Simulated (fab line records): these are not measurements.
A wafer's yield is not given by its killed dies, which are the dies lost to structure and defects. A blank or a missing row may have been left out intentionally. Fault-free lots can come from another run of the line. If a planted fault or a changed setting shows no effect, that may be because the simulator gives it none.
Split-lot study    flow sky130    23 wafers read from 5 lots, route of 708 steps

SPLIT DETAILS
At SKY_LI_CONTACT_SPUTTER_20 (material TiN, target thk 20 nm, time 80 s), the setting power_w was moved away from the recipe's 4000 W on 5 of the 23 wafers read, by -9.1% to -8.2%. For the rest of the wafers, this setting stayed at what the recipe calls for.

The reading comes from the split's own step.

THE READING
TiN_of_LI_CONTACT_SPUTTER_20.thk_nm (the simulator's own value, which no gauge read), in nm, at SKY_LI_CONTACT_SPUTTER_20 (material TiN, target thk 20 nm, time 80 s). There is no usual value for it anywhere in the file. Across the 18 wafers here that went through the recipe, the average is 20.01 nm and the standard deviation 0.26 nm.

wafer   tool, chamber at the split  power_w as run, W  against the recipe  TiN_of_LI_CONTACT_SPUTTER_20.thk_nm, nm  against lot-mates on the recipe
L076.1  pvd_sputter-04, -           3674               -8.2%               18.74                                    -1.64
L076.2  pvd_sputter-04, -           3674               -8.2%               18.76                                    -1.62
L076.4  pvd_sputter-04, -           4000               recipe              20.25                                    -
L076.5  pvd_sputter-04, -           4000               recipe              20.35                                    -
L076.6  pvd_sputter-04, -           4000               recipe              20.54                                    -
L079.1  pvd_sputter-04, -           4000               recipe              20.21                                    -
L079.3  pvd_sputter-04, -           4000               recipe              19.86                                    -
L079.4  pvd_sputter-04, -           4000               recipe              20                                       -
L079.5  pvd_sputter-04, -           4000               recipe              19.92                                    -
L079.6  pvd_sputter-04, -           4000               recipe              20.06                                    -
L080.2  pvd_sputter-02, -           3637               -9.1%               17.94                                    -2.14
L080.3  pvd_sputter-02, -           3637               -9.1%               17.98                                    -2.10
L080.4  pvd_sputter-02, -           4000               recipe              20.07                                    -
L080.5  pvd_sputter-02, -           3637               -9.1%               18.1                                     -1.98
L080.6  pvd_sputter-02, -           4000               recipe              20.09                                    -
L084.3  pvd_sputter-03, -           4000               recipe              19.51                                    -
L084.4  pvd_sputter-03, -           4000               recipe              19.56                                    -
L084.6  pvd_sputter-03, -           4000               recipe              19.74                                    -
L083.1  pvd_sputter-04, -           4000               recipe              19.79                                    -
L083.3  pvd_sputter-04, -           4000               recipe              20.18                                    -
L083.4  pvd_sputter-04, -           4000               recipe              20.08                                    -
L083.5  pvd_sputter-04, -           4000               recipe              20.25                                    -
L083.6  pvd_sputter-04, -           4000               recipe              19.78                                    -

FIT RESULTS
A straight line over all 23 wafers: TiN_of_LI_CONTACT_SPUTTER_20.thk_nm changes by +0.198 nm for each +1% of power_w; r = +0.94; the points scatter about the line by 0.28 nm.
The same after taking each lot's own level away (the mean of its wafers on the recipe; 23 wafers): +0.219 nm for each +1%; r = +0.99; scatter 0.14 nm.
Per that fit: largest power_w move, reading shift of 2 nm.
Measured against the standard deviation above, the lots' own levels, which go from 19.603 to 20.380 nm, span 2.9 times it.
So the lot-to-lot level changes the slope little: the two slopes agree.
Check: with one of the wafers moved furthest among these (-9.1%) left out of the fit, the line predicts -1.94 nm for it against its lot-mates. Against them it came out at -2.14 nm.

OTHER SPLITS ON THESE WAFERS
Before the reading, these wafers also passed through other splits. Each is held against what the fit with the lots' levels taken away leaves over:
other split on the same wafers            wafers away from the commonest value  r with TiN_of_LI_CONTACT_SPUTTER_20.thk_nm (lot level and that fit taken away)
SKY_POLY_CUT_ETCH_10 time_s               8                                     +0.33
SKY_SD_P_COAT_02 resist_thk_nm            9                                     -0.28
SKY_RES_XHIGH_COAT_02 resist_thk_nm       5                                     +0.03
SKY_LI_CONTACT_HDPCVD_00 time_s           7                                     -0.19
SKY_LI_CONTACT_CMP_02 leave_above_ref_nm  7                                     +0.07

FILE'S OWN FIT
TiN_of_LI_CONTACT_SPUTTER_20.thk_nm changes by +0.216 nm for each +1% of power_w, r = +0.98.
